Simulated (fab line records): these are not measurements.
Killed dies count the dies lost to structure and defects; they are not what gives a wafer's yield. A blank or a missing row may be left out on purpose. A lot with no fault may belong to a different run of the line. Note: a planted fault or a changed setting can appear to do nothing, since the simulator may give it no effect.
The same fault as seen by 2 desks | flow sky130 | each desk has only its own numbers; what lay behind them comes last

## DESK OF THE TOOL OWNER: pvdSputter-03
The tool's own readings at SKY_METAL1_SPUTTER_03 (material Ti, target thk 5 nm, time 3.3 s): means of the sampled wafers that have a number, for each lot that ran on this tool. Marked OUT: a lot whose mean sits more than 4 standard deviations from the usual mean, which makes it out of limits; the brackets give that distance.
Columns: A = cathodeDcPowerW at SKY_METAL1_SPUTTER_03, usual 3000.0 W; B = throttleValvePct at SKY_METAL1_SPUTTER_03, usual 29.6 %
lot  | first seen here | A                        | B
L518 | day 32 20:31    | 3000.3                   | 28.5
L522 | day 34 15:20    | 2999.9                   | 28.1
L526 | day 35 00:31    | 2888.3 (-99 or more) OUT | 30.1
L527 | day 36 20:36    | 2888.1 (-99 or more) OUT | 29.3
L539 | day 39 03:45    | 3000.3                   | 30.9
This desk's finding: out of limits on L526, L527; first on L526, day 35 00:31 (cathodeDcPowerW at SKY_METAL1_SPUTTER_03). In limits: L518, L522, L539.

## THE METROLOGY DESK
What the gauges read for every lot (on any tool): the sampled wafers with a number, averaged. Marked OUT: a lot whose mean sits more than 4 standard deviations from the usual mean, which makes it out of limits; the brackets give that distance.
Columns: A = cdNm at SKY_METAL1_CD_MEAS_15, usual 139.7 nm; B = METAL1_OVL at SKY_METAL1_OVL_MEAS_16, usual 4 nm
lot  | first seen here | A     | B
L516 | day 32 03:18    | 140.8 | -0
L517 | day 33 04:05    | 143.5 | 0
L518 | day 33 23:11    | 138.9 | 2
L520 | day 34 02:54    | 137.1 | 3
L521 | day 35 02:39    | 140.3 | 6
L522 | day 35 18:49    | 139.3 | 6
L526 | day 36 02:54    | 138.9 | -8
L529 | day 37 21:05    | 140.2 | 7
L527 | day 37 22:33    | 139.2 | 5
L535 | day 38 20:45    | 138.5 | 10
L536 | day 39 06:28    | 140.0 | 1
L539 | day 40 04:11    | 136.3 | 11
Finding of this desk: none of the 12 lots has anything out of limits.

## ALL TOGETHER
On L526, L527, at day 35 00:31, an alarm was possible from the tool owner's desk.
Nothing out of limits was seen by the metrology desk.
The metrology desk has L526, L527 on record, within its limits.
Every lot named ran SKY_METAL1_SPUTTER_03 on pvdSputter-03.

## WHAT THE SIMULATOR HAD PUT IN
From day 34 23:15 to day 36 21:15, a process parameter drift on pvdSputter-03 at SKY_METAL1_SPUTTER_03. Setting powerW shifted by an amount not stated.
Struck lots among those shown: L526, L527.
Hours from the fault's start to each desk's first reading out of limits: the tool owner's desk, 1.
